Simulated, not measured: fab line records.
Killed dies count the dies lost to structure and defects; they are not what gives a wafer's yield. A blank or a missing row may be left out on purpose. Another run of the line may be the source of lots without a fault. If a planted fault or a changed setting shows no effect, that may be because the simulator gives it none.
Which tool was responsible? | flow sky130 | 11 lots with 33 wafers sampled at 2 steps, on a route of 708 steps

== WHAT THE GAUGES SHOWED, per wafer ==
SKY_METAL4_CD_MEAS_13 targets a cd of 300 nm. Usual: cdNm 299.6 nm, standard deviation 1.4.
lot  | measured     | on       | cdNm (nm)         | flag
L247 | day 42 12:05 | cdSem-01 | 298.8 298.0 298.8 | 
L248 | day 42 19:58 | cdSem-01 | 301.1 301.2 301.0 | 
L251 | day 43 09:14 | cdSem-01 | 300.4 300.1 301.0 | 
L252 | day 43 13:27 | cdSem-02 | 298.3 299.0 298.0 | 
L254 | day 44 12:24 | cdSem-02 | 297.8 297.8 299.7 | 
L255 | day 44 13:44 | cdSem-01 | 299.8 297.7 299.8 | 
L256 | day 44 16:17 | cdSem-02 | 298.8 300.3 300.2 | 
L259 | day 45 04:00 | cdSem-01 | 296.8 298.4 298.5 | 
L265 | day 46 16:28 | cdSem-02 | 300.0 299.7 298.9 | 
L267 | day 47 03:14 | cdSem-01 | 300.0 299.5 300.0 | 
L269 | day 47 19:40 | cdSem-02 | 302.0 302.4 302.1 | 

== EACH LOT AND THE TOOL THAT RAN IT (in order: tool; ch and the chambers of the sampled wafers; start) ==
lot  | SKY_CAP2M_SPUTTER_02
L247 | pvdSputter-03, day 40 11:38
L248 | pvdSputter-03, day 40 19:53
L251 | pvdSputter-03, day 41 10:32
L252 | pvdSputter-01, day 41 13:26
L254 | pvdSputter-04, day 42 13:44
L255 | pvdSputter-03, day 42 14:35
L256 | pvdSputter-04, day 42 18:09
L259 | pvdSputter-04, day 43 05:51
L265 | pvdSputter-01, day 44 21:36
L267 | pvdSputter-03, day 45 07:47
L269 | pvdSputter-04, day 46 00:29
- SKY_CAP2M_SPUTTER_02: material TiN, target thk 200 nm, time 166.7 s.

== AS READ BY THE TOOLS THEMSELVES (means over the sampled wafers that have a number; for cases with no such wafer, the mark the record gives instead) ==
SKY_CAP2M_SPUTTER_02. Usual: throttleValvePct 30.1 %, standard deviation 0.73.
lot  | tool          | throttleValvePct (%) | flag
L247 | pvdSputter-03 | 29.8                 | 
L248 | pvdSputter-03 | 29.9                 | 
L251 | pvdSputter-03 | 29.8                 | 
L252 | pvdSputter-01 | 30.8                 | 
L254 | pvdSputter-04 | 30.3                 | 
L255 | pvdSputter-03 | 29.9                 | 
L256 | pvdSputter-04 | 30.1                 | 
L259 | pvdSputter-04 | 30.4                 | 
L265 | pvdSputter-01 | 29.6                 | 
L267 | pvdSputter-03 | 29.2                 | 
L269 | pvdSputter-04 | 30.1                 | 

== THE ANSWER, worked out from the rows above alone ==
Rule: take the mean of a lot's wafers that have a number; if it is more than 3 standard deviations from the usual mean, the lot is off. Also off: a lot with no number at a reading for which 4 or more lots have one. Any other lot the step has rows for is counted as sound. After the gauges, taken in route order, come the tools' own readings; for these a lot's mean is taken, as printed above. At the first step where some lot is off, the reading lying furthest off is the one used; lots without a number count as furthest.
Across all readings shown, no lot is off: no conclusion can be drawn from this.

== WHAT THE SIMULATOR HAD INSERTED ==
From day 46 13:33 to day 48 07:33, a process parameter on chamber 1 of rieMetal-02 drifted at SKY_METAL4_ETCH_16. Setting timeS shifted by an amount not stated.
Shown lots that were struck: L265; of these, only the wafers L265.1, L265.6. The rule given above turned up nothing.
